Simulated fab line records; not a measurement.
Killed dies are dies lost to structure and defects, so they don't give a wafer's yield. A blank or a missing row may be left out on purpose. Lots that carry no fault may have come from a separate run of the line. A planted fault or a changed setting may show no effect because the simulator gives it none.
Struck lot and sound lot, side by side    flow sky130    14 steps out of a route of 708
Sound: wafers L325.2, L325.4, L325.6. Struck: wafers L323.1, L323.3, L323.6. At the end, the cause is stated.
Per side, at each step with rows, come the tool, then ch with its chambers, and then its first start. Under that, the readings that differ: sound wafers    struck wafers    difference of the means    sigmas: that difference in standard deviations of wafers without a fault.
alike: words and numbers the same on both sides, and readings whose means are apart by under 2 such deviations; not compared: readings that were withheld, readings missing a value for some wafer, numbers with overlapping values and no deviation given by the record, and bounds like >300 which may hide the same value.
Wherever a step has rows on one side only, a row that says differs or no value, or a row with sigmas, the two part there. Numbers that have no deviation but don't overlap get no sigmas and don't part them. A reading that every wafer of one side lacks parts them only if that side has two wafers or more.

first, 1 step without rows for these wafers: SKY_VT_ADJUST_HVTP_DEVELOP_06 (develop time 60 s).
SKY_VT_ADJUST_HVTP_CD_MEAS_07 targets a cd of 380 nm.
  sound on cd sem-01, day 9 19:26; struck on cd sem-01, day 9 07:16
  alike: cd nm
SKY_VT_ADJUST_HVTP_OVL_MEAS_08:
  sound on overlay-02, day 9 19:32; struck on overlay-01, day 9 07:23
  alike: VT_ADJUST_HVTP_OVL
then, 1 step without rows for these wafers: SKY_VT_ADJUST_HVTP_IMPLANT_09.
SKY_VT_ADJUST_HVTP_STRIP_10: strips in O2/N2.
  sound on plasma asher-02 ch 0,1, day 9 19:43; struck on plasma asher-04 ch 0,1, day 9 07:34
  alike: drypump motor current A, oes product au, strip time to endpoint s
  not compared: rf hours counter h
SKY_VT_ADJUST_HVTP_TW_MEAS_11:
  sound on film metro-04, day 9 19:49; struck on film metro-03, day 9 07:40
  alike: VT_ADJUST_HVTP_TW
then, 6 steps without rows for these wafers: SKY_VT_ADJUST_LVTN_DEHYDRATE_00 (time 60 s); SKY_VT_ADJUST_LVTN_HMDS_01 (prime time 60 s); SKY_VT_ADJUST_LVTN_COAT_02 (resist thk 3000 nm); SKY_VT_ADJUST_LVTN_SOFTBAKE_03; SKY_VT_ADJUST_LVTN_EXPOSE_04 (exposes mask NWM COMPLEMENT LESS NATIVE, target cd 840 nm); SKY_VT_ADJUST_LVTN_PEB_05.
SKY_VT_ADJUST_LVTN_DEVELOP_06: develop time 60 s.
  struck on litho track-04, day 10 04:00; sound on litho track-03 ch 0, day 10 16:00
  no value came back on the struck wafers for chill plate temp C (C), develop time s (s); on the sound wafers chill plate temp C (C) reads 23.02 23.04 23.01
SKY_VT_ADJUST_LVTN_OVL_MEAS_07:
  sound on overlay-01, day 10 17:02; struck on overlay-01, day 10 04:17
reading                  sound          struck  difference                     sigmas
VT_ADJUST_LVTN_OVL (nm)  0.2 -0.2 -0.3  - - -   no value on the struck wafers  

## WHERE THEY PART
First at SKY_VT_ADJUST_LVTN_DEVELOP_06; last, within this record, at SKY_VT_ADJUST_LVTN_OVL_MEAS_07.

WHY: whatever the simulator had introduced
Step skipped in full: litho track-04, at SKY_VT_ADJUST_LVTN_DEVELOP_06, from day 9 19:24 onward. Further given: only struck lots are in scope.
